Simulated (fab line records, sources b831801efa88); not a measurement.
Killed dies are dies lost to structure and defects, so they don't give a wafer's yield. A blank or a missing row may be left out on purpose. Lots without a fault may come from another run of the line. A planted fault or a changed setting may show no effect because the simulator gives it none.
fab line records | flow gf180mcu | part 2 of 2: steps 32 to 43 of 43
record lots=5 wafers=15 last_day=34
route steps=602 shown VT_IMPLANT@91
lots that met no fault: from a run of the same line without faults
start_h: hours from the record's first day to the start of the lot's first wafer shown | wait_h: hours since the lot's step before | " the same as in the row above | L1.1+2: a row that stands for several wafers | - no value, or no start given | * or withheld: withheld | < > ~ a bound
route shown NAME@n: a module of which the file shows steps, and the number in the route of the first | usual: mean/standard deviation of fault-free wafers | same: alike in all rows | chamber/n: place in a boat | sites: the reading at each site | _std_site: their standard deviation | _edge_site: outer sites' mean less inner sites' | radius_mm: how far each site lies from the wafer's centre | mask NAME#n: copy n | behind: the tool/chamber that last shaped the wafer | hold: why the lot was held/for how many hours/how that ended | device: the transistor (n, p or np) that didn't switch | end of line: the same wafers' tests at the end of the route | a step without rows: its recipe alone | killed: dies lost to structure and defects at the first sort, not the wafer's yield | map: a wafer's dies, x killed, . not, _ none there
set.NAME: the setting as run; set.NAME@STEP: as run at that earlier step | model.NAME: the simulator's own value behind a step, which no gauge read
lots at some steps of the route; a table a step, a row a wafer
services: from which hour (start_h, from the record's first day; less than 0 if before it) a tool's chamber was out of use, for how many hours, and why
## steps
# step GF_VT_IMPLANT_TW_MEAS_32
# usual VT_IMPLANT_3_TW=271.8/1.6
# columns lot.wafer tool chamber start_h wait_h VT_IMPLANT_3_TW
L077.1 film_metro-02 - 165.71 0.1 274.8
L077.2 " - " " 274.0
L077.4 " - " " 270.1
L081.2 film_metro-02 - 188.81 0.1 273.5
L081.3 " - " " 274.1
L081.5 " - " " 273.7
L091.3 film_metro-01 - 253.60 0.1 269.9
L091.5 " - " " 269.2
L091.6 " - " " 270.1
L093.2 film_metro-02 - 266.11 0.1 274.8
L093.4 " - " " 275.0
L093.5 " - " " 274.1
L095.1 film_metro-01 - 282.21 0.1 272.0
L095.2 " - " " 269.9
L095.4 " - " " 272.1
# step GF_VT_IMPLANT_DEHYDRATE_33
# recipe temp_c=200 time_s=60
# columns lot.wafer tool chamber start_h wait_h
L077.1+2+4 litho_track-02 0 173.87 8.2
L081.2+3+5 litho_track-04 0 196.90 8.1
L091.3+5+6 litho_track-02 0 262.22 8.6
L093.2+4+5 litho_track-02 0 275.54 9.4
L095.1+2+4 litho_track-02 0 291.62 9.4
# step GF_VT_IMPLANT_HMDS_34
# recipe prime_time_s=60 prime_temp_c=120
# usual prime_temp_c=120.02/0.13
# columns lot.wafer tool chamber start_h wait_h prime_temp_c
L077.1 litho_track-02 0 174.02 0.1 119.90
L077.2 " 0 " " 120.07
L077.4 " 0 " " 119.91
L081.2 litho_track-04 0 197.05 0.1 120.02
L081.3 " 0 " " 120.06
L081.5 " 0 " " 120.04
L091.3 litho_track-02 0 262.37 0.1 119.63
L091.5 " 0 " " 119.88
L091.6 " 0 " " 119.95
L093.2 litho_track-02 0 275.69 0.1 120.12
L093.4 " 0 " " 119.97
L093.5 " 0 " " 119.97
L095.1 litho_track-02 0 291.77 0.1 120.00
L095.2 " 0 " " 120.14
L095.4 " 0 " " 120.11
# step GF_VT_IMPLANT_COAT_35
# recipe resist=NOVOLAK spin_rpm=3000 resist_thk_nm=1000
# columns lot.wafer tool chamber start_h wait_h
L077.1+2+4 litho_track-02 0 174.17 0.1
L081.2+3+5 litho_track-04 0 197.20 0.1
L091.3+5+6 litho_track-02 0 262.52 0.1
L093.2+4+5 litho_track-02 0 275.84 0.1
L095.1+2+4 litho_track-02 0 291.92 0.1
# step GF_VT_IMPLANT_SOFTBAKE_36
# recipe temp_c=90 time_s=60 resist=NOVOLAK
# columns lot.wafer tool chamber start_h wait_h
L077.1+2+4 litho_track-02 0 174.32 0.1
L081.2+3+5 litho_track-04 0 197.35 0.1
L091.3+5+6 litho_track-02 0 262.67 0.1
L093.2+4+5 litho_track-02 0 275.99 0.1
L095.1+2+4 litho_track-02 0 292.07 0.1
# step GF_VT_IMPLANT_EXPOSE_37
# recipe mask_id=Nwell_HV_AREA target_cd_nm=860 na=0.6 source_shape=conventional sigma_outer=0.6 dose_mj=140
# usual focus_offset_nm=0.0/0.52
# columns lot.wafer tool chamber start_h wait_h mask focus_offset_nm
L077.1 iline_stepper-02 0 - - Nwell_HV_AREA#0 -0.7
L077.2 " 0 " " Nwell_HV_AREA#0 -0.1
L077.4 " 0 " " Nwell_HV_AREA#0 -0.4
L081.2 iline_stepper-01 0 - - Nwell_HV_AREA#0 0.0
L081.3 " 0 " " Nwell_HV_AREA#0 -0.6
L081.5 " 0 " " Nwell_HV_AREA#0 -0.9
L091.3 iline_stepper-01 0 - - Nwell_HV_AREA#0 -0.1
L091.5 " 0 " " Nwell_HV_AREA#0 0.1
L091.6 " 0 " " Nwell_HV_AREA#0 0.1
L093.2 iline_stepper-02 0 - - Nwell_HV_AREA#0 0.1
L093.4 " 0 " " Nwell_HV_AREA#0 -0.1
L093.5 " 0 " " Nwell_HV_AREA#0 0.5
L095.1 iline_stepper-02 0 - - Nwell_HV_AREA#0 0.4
L095.2 " 0 " " Nwell_HV_AREA#0 0.1
L095.4 " 0 " " Nwell_HV_AREA#0 -0.1
# step GF_VT_IMPLANT_PEB_38
# recipe temp_c=withheld time_s=* resist=NOVOLAK
# columns lot.wafer tool chamber start_h wait_h
L077.1+2+4 litho_track-04 0 - -
L081.2+3+5 litho_track-04 0 - -
L091.3+5+6 litho_track-01 0 - -
L093.2+4+5 litho_track-02 0 - -
L095.1+2+4 litho_track-04 0 - -
# step GF_VT_IMPLANT_DEVELOP_39
# recipe develop_time_s=60 dev_temp_c=23
# columns lot.wafer tool chamber start_h wait_h
L077.1+2+4 litho_track-04 0 182.17 0.1
L081.2+3+5 litho_track-04 0 205.60 0.1
L091.3+5+6 litho_track-01 0 272.79 0.1
L093.2+4+5 litho_track-02 0 286.04 0.1
L095.1+2+4 litho_track-04 0 302.07 0.1
# step GF_VT_IMPLANT_OVL_MEAS_40
# usual VT_IMPLANT_03_OVL=1.1/1.4
# columns lot.wafer tool chamber start_h wait_h VT_IMPLANT_03_OVL[nm]
L077.1 overlay-01 - 182.32 0.1 -0.2
L077.2 " - " " 0.5
L077.4 " - " " 0.1
L081.2 overlay-02 - 205.73 0.1 3.3
L081.3 " - " " -0.4
L081.5 " - " " -0.4
L091.3 overlay-01 - 272.91 0.1 0.5
L091.5 " - " " 0.3
L091.6 " - " " 0.7
L093.2 overlay-02 - 286.17 0.1 1.7
L093.4 " - " " 1.7
L093.5 " - " " 1.6
L095.1 overlay-01 - 302.22 0.1 0.0
L095.2 " - " " 1.9
L095.4 " - " " 2.5
# step GF_VT_IMPLANT_IMPLANT_41
# recipe species=As energy_kev=70 dose_cm2=1.013e+12 tilt_deg=7
# columns lot.wafer tool chamber start_h wait_h
L077.1+2+4 implanter-01 0 182.36 0.0
L081.2+3+5 implanter-04 0 205.78 0.0
L091.3+5+6 implanter-01 0 272.98 0.1
L093.2+4+5 implanter-03 0 286.23 0.0
L095.1+2+4 implanter-03 0 302.25 0.0
# step GF_VT_IMPLANT_STRIP_42
# recipe chemistry=O2/N2 power_w=1400 pressure_mtorr=1500 platen_temp_c=250 o2_flow_sccm=3000 n2_flow_sccm=300 overash_fraction=0.5
# usual drypump_motor_current_A=5.7/0.51 heater_power_w=338/23 oes_product_au=0.715/0.0041 strip_time_to_endpoint_s=12.64/0.033
# columns lot.wafer tool chamber start_h wait_h drypump_motor_current_A heater_power_w oes_product_au rf_hours_counter_h strip_time_to_endpoint_s
L077.1 plasma_asher-02 0 182.51 0.1 6.2 383 0.721 39 12.65
L077.2 " 1 " " 6.0 344 0.719 39 12.64
L077.4 " 0 " " 6.2 379 0.716 - 12.64
L081.2 plasma_asher-02 0 205.91 0.1 6.2 372 0.717 42 12.70
L081.3 " 1 " " 5.9 345 0.716 - 12.71
L081.5 " 0 " " 6.2 375 0.716 - 12.71
L091.3 plasma_asher-02 1 273.11 0.1 6.0 331 0.716 - 12.61
L091.5 " 0 " " 6.2 369 0.724 - 12.63
L091.6 " 1 " " 6.0 341 0.718 - 12.61
L093.2 plasma_asher-04 0 286.35 0.1 5.1 308 0.718 64 12.67
L093.4 " 1 " " 6.6 348 0.713 - 12.66
L093.5 " 0 " " 5.1 310 0.714 - 12.66
L095.1 plasma_asher-01 0 302.40 0.1 5.2 313 0.713 15 12.68
L095.2 " 1 " " 5.3 326 0.713 15 12.66
L095.4 " 0 " " 5.2 311 0.718 - 12.63
# step GF_VT_IMPLANT_TW_MEAS_43
# usual VT_IMPLANT_4_TW=701/4.2
# columns lot.wafer tool chamber start_h wait_h VT_IMPLANT_4_TW
L077.1 film_metro-04 - 182.61 0.1 701
L077.2 " - " " 700
L077.4 " - " " 696
L081.2 film_metro-02 - 206.02 0.1 704
L081.3 " - " " 705
L081.5 " - " " 703
L091.3 film_metro-01 - 273.20 0.1 694
L091.5 " - " " 697
L091.6 " - " " 698
L093.2 film_metro-01 - 286.46 0.1 699
L093.4 " - " " 695
L093.5 " - " " 695
L095.1 film_metro-02 - 302.50 0.1 706
L095.2 " - " " 709
L095.4 " - " " 704
## services
# columns tool chamber start_h hours kind
iline_stepper-02 - 103.23 1.7 pm
plasma_asher-01 - 108.75 9.0 pm
plasma_asher-01 0 108.75 9.0 vent_cycle
plasma_asher-01 1 108.75 9.0 vent_cycle
plasma_asher-02 - 111.71 2.8 pm
plasma_asher-04 - 112.18 2.6 repair
iline_stepper-01 - 114.59 3.4 repair
plasma_asher-01 0 117.75 - clean
plasma_asher-01 1 117.75 - clean
implanter-03 - 122.28 4.5 pm
iline_stepper-01 - 164.46 1.7 pm
iline_stepper-01 - 167.84 5.8 repair
implanter-04 - 199.82 2.6 pm
implanter-01 - 216.54 3.5 pm
plasma_asher-04 - 221.23 0.5 repair
iline_stepper-02 - 240.74 2.1 pm
iline_stepper-02 - 242.83 - consumable_replace:lamp
implanter-03 - 254.78 3.6 repair
plasma_asher-04 - 263.80 3.0 repair
implanter-04 - 302.25 10.3 repair
